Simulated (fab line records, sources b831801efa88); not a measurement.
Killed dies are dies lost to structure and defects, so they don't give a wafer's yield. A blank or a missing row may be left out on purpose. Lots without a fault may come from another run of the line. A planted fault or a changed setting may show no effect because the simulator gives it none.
Which tool did it? | flow gf180mcu | 14 lots, 42 wafers sampled, at 4 steps of a route of 602

WHAT THE GAUGES READ, wafer by wafer
The record holds no reading of a measuring or inspecting step that can be judged against a usual standard deviation.

WHICH TOOL RAN EACH LOT (tool, then ch and the chambers of the sampled wafers, then the start)
lot  | GF_V4_ETCH_17                                 | GF_V4_CMP_26                  | GF_MIM_SPUTTER_02            | GF_MIM_SPUTTER_08
L293 | rie_diel-03 ch 1,2, day 25 15:31 or earlier   | cmp-01 ch 1,3, day 25 15:31   | pvd_sputter-04, day 25 15:57 | pvd_sputter-01, day 25 16:11
L295 | rie_diel-04 ch 1,3, day 26 03:41 or earlier   | cmp-02 ch 1,2,3, day 26 03:41 | pvd_sputter-03, day 26 04:01 | pvd_sputter-04, day 26 04:14
L296 | rie_diel-03 ch 1,2,3, day 26 19:11 or earlier | cmp-01 ch 0,1,2, day 26 19:11 | pvd_sputter-04, day 26 19:31 | pvd_sputter-01, day 26 19:45
L297 | rie_diel-04 ch 0,1, day 27 03:58 or earlier   | cmp-01 ch 1,3, day 27 03:58   | pvd_sputter-01, day 27 04:20 | pvd_sputter-03, day 27 04:34
L298 | rie_diel-02 ch 1,2,3, day 27 07:55 or earlier | cmp-01 ch 0,1,3, day 27 07:55 | pvd_sputter-03, day 27 08:18 | pvd_sputter-01, day 27 08:32
L300 | rie_diel-04 ch 1,2,3, day 27 19:01 or earlier | cmp-01 ch 1,2,3, day 27 19:01 | pvd_sputter-01, day 27 19:17 | pvd_sputter-04, day 27 19:31
L299 | rie_diel-02 ch 0,3, day 27 20:22 or earlier   | cmp-01 ch 1,3, day 27 20:22   | pvd_sputter-01, day 27 20:44 | pvd_sputter-04, day 27 20:58
L301 | rie_diel-04 ch 0,1,2, day 28 05:13 or earlier | cmp-01 ch 0,3, day 28 05:13   | pvd_sputter-04, day 28 05:39 | pvd_sputter-01, day 28 05:53
L302 | rie_diel-04 ch 0,1, day 28 07:55 or earlier   | cmp-01 ch 0,1,3, day 28 07:55 | pvd_sputter-01, day 28 08:21 | pvd_sputter-03, day 28 08:35
L309 | rie_diel-03 ch 0,1, day 30 12:44 or earlier   | cmp-01 ch 0,2,3, day 30 12:44 | pvd_sputter-04, day 30 13:10 | pvd_sputter-03, day 30 13:23
L310 | rie_diel-04 ch 0,1,2, day 30 17:04 or earlier | cmp-01 ch 0,2, day 30 17:04   | pvd_sputter-03, day 30 17:28 | pvd_sputter-04, day 30 17:41
L311 | rie_diel-02 ch 0,1, day 31 00:49 or earlier   | cmp-02 ch 1,2,3, day 31 00:49 | pvd_sputter-03, day 31 01:15 | pvd_sputter-04, day 31 01:29
L312 | rie_diel-04 ch 0,1,2, day 31 05:48 or earlier | cmp-02 ch 0,1,2, day 31 05:48 | pvd_sputter-01, day 31 06:14 | pvd_sputter-04, day 31 06:28
L315 | rie_diel-02 ch 0,1,3, day 32 01:11 or earlier | cmp-02 ch 2,3, day 32 01:11   | pvd_sputter-04, day 32 01:34 | pvd_sputter-01, day 32 01:47
- GF_V4_ETCH_17: etches SiO2 in C4F8/O2/Ar, stops on TiN, target depth 630 nm.
- GF_V4_CMP_26: polishes, stops on SiO2, t overpolish 15 s, target thk 0 nm.
- GF_MIM_SPUTTER_02: material AlCu, target thk 450 nm, time 23.9 s.
- GF_MIM_SPUTTER_08: material AlCu, target thk 200 nm, time 10.6 s.

WHAT THE TOOLS THEMSELVES READ (means of the sampled wafers that have a number; where no wafer has one, the mark that the record gives instead)
GF_V4_ETCH_17.
lot  | tool        | chamber_pressure_mTorr (mTorr) | oes_product_au (a.u.) | rf_fwd_power_W (W)
L293 | rie_diel-03 | 40.02                          | 0.856                 | 1495
L295 | rie_diel-04 | 39.99                          | 0.853                 | 1496
L296 | rie_diel-03 | 40.00                          | 0.856                 | 1489
L297 | rie_diel-04 | 39.97                          | 0.851                 | 1493
L298 | rie_diel-02 | 39.99                          | 0.852                 | 1490
L300 | rie_diel-04 | 39.97                          | 0.847                 | 1493
L299 | rie_diel-02 | 39.98                          | 0.846                 | 1496
L301 | rie_diel-04 | 40.04                          | 0.849                 | 1492
L302 | rie_diel-04 | 39.98                          | 0.851                 | 1497
L309 | rie_diel-03 | 40.00                          | 0.852                 | 1492
L310 | rie_diel-04 | 39.98                          | 0.853                 | 1495
L311 | rie_diel-02 | 39.97                          | 0.854                 | 1490
L312 | rie_diel-04 | 40.01                          | 0.856                 | 1490
L315 | rie_diel-02 | 40.04                          | 0.849                 | 1489

GF_V4_CMP_26.
lot  | tool   | motor_current_A (A) | overpolish_run_s (s) | slurry_flow_ml_min | time_to_endpoint_s (s)
L293 | cmp-01 | 10.6                | 15.006               | 149.7              | 80
L295 | cmp-02 | 11.2                | 14.998               | 150.3              | 86
L296 | cmp-01 | 11.1                | 15.006               | 150.0              | 77
L297 | cmp-01 | 10.7                | 15.008               | 149.9              | 77
L298 | cmp-01 | 10.2                | 15.005               | 149.6              | 82
L300 | cmp-01 | 11.4                | 14.996               | 150.0              | 81
L299 | cmp-01 | 10.9                | 15.000               | 150.3              | 76
L301 | cmp-01 | 9.4                 | 15.005               | 150.2              | 78
L302 | cmp-01 | 10.2                | 14.999               | 149.8              | 82
L309 | cmp-01 | 11.0                | 10.014               | 149.9              | 99
L310 | cmp-01 | 10.9                | 5.023                | 149.9              | 116
L311 | cmp-02 | 11.2                | 14.990               | 150.0              | 93
L312 | cmp-02 | 10.5                | 15.005               | 150.5              | 90
L315 | cmp-02 | 11.5                | 15.001               | 150.0              | 94

GF_MIM_SPUTTER_02.
lot  | tool           | throttle_valve_pct (%)
L293 | pvd_sputter-04 | 30.2
L295 | pvd_sputter-03 | 29.0
L296 | pvd_sputter-04 | 29.9
L297 | pvd_sputter-01 | 30.9
L298 | pvd_sputter-03 | 29.1
L300 | pvd_sputter-01 | 31.1
L299 | pvd_sputter-01 | 31.1
L301 | pvd_sputter-04 | 28.8
L302 | pvd_sputter-01 | 30.9
L309 | pvd_sputter-04 | 29.7
L310 | pvd_sputter-03 | 28.9
L311 | pvd_sputter-03 | 29.2
L312 | pvd_sputter-01 | 31.3
L315 | pvd_sputter-04 | 28.8

GF_MIM_SPUTTER_08.
lot  | tool           | throttle_valve_pct (%)
L293 | pvd_sputter-01 | 31.1
L295 | pvd_sputter-04 | 29.1
L296 | pvd_sputter-01 | 31.1
L297 | pvd_sputter-03 | 28.8
L298 | pvd_sputter-01 | 30.8
L300 | pvd_sputter-04 | 30.0
L299 | pvd_sputter-04 | 29.5
L301 | pvd_sputter-01 | 31.0
L302 | pvd_sputter-03 | 28.8
L309 | pvd_sputter-03 | 28.6
L310 | pvd_sputter-04 | 30.7
L311 | pvd_sputter-04 | 29.3
L312 | pvd_sputter-04 | 29.2
L315 | pvd_sputter-01 | 31.4

THE ANSWER, worked out from the rows above alone
Rule: what is usual is taken from the lots themselves. Put in order of their means at a reading, lots are off if they are a third of the lots or fewer, leave a main group of 4 or more, and stand apart from it by a gap of 3 or more times the standard deviation of the main group's means; of several such gaps the widest counts. A main group whose means are all the same, to the digits that the tables above print for the reading, isn't used. A lot without any number at a reading at which 4 lots or more have one is off too. The other lots that the step has rows for count as sound. The gauges are gone through in route order, then the tools' own readings, and for those a lot's mean is taken as printed above. The first step at which some lot is off is used, and at that step the reading that is off furthest; a lot without a number counts as furthest.
Off: L309, L310, at GF_V4_CMP_26 (overpolish_run_s). The main group: mean 15.002 s, standard deviation 0.005.
A tool fits if, at that step or a process step before it, it ran every lot that is off, and no sound lot after the first of them. GF_V4_ETCH_17 gives no start for some lots, so the hours and the order of its lots are those of GF_V4_CMP_26. One fits: cmp-01 at GF_V4_CMP_26. Its last sound lot is L302 (day 28 07:55), its first lot that is off L309 (day 30 12:44): a fault that began between those two fits.
The tool's own readings at GF_V4_CMP_26 bear it out: on the lots that are off they differ by more than 5 times the standard deviation of the sound lots' means. overpolish_run_s reads 7.518 s there against 15.002 s on the sound lots.

WHAT THE SIMULATOR HAD PUT IN
Process parameter drift: cmp-01, from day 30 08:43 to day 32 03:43, at GF_V4_CMP_26. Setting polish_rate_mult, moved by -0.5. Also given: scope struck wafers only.
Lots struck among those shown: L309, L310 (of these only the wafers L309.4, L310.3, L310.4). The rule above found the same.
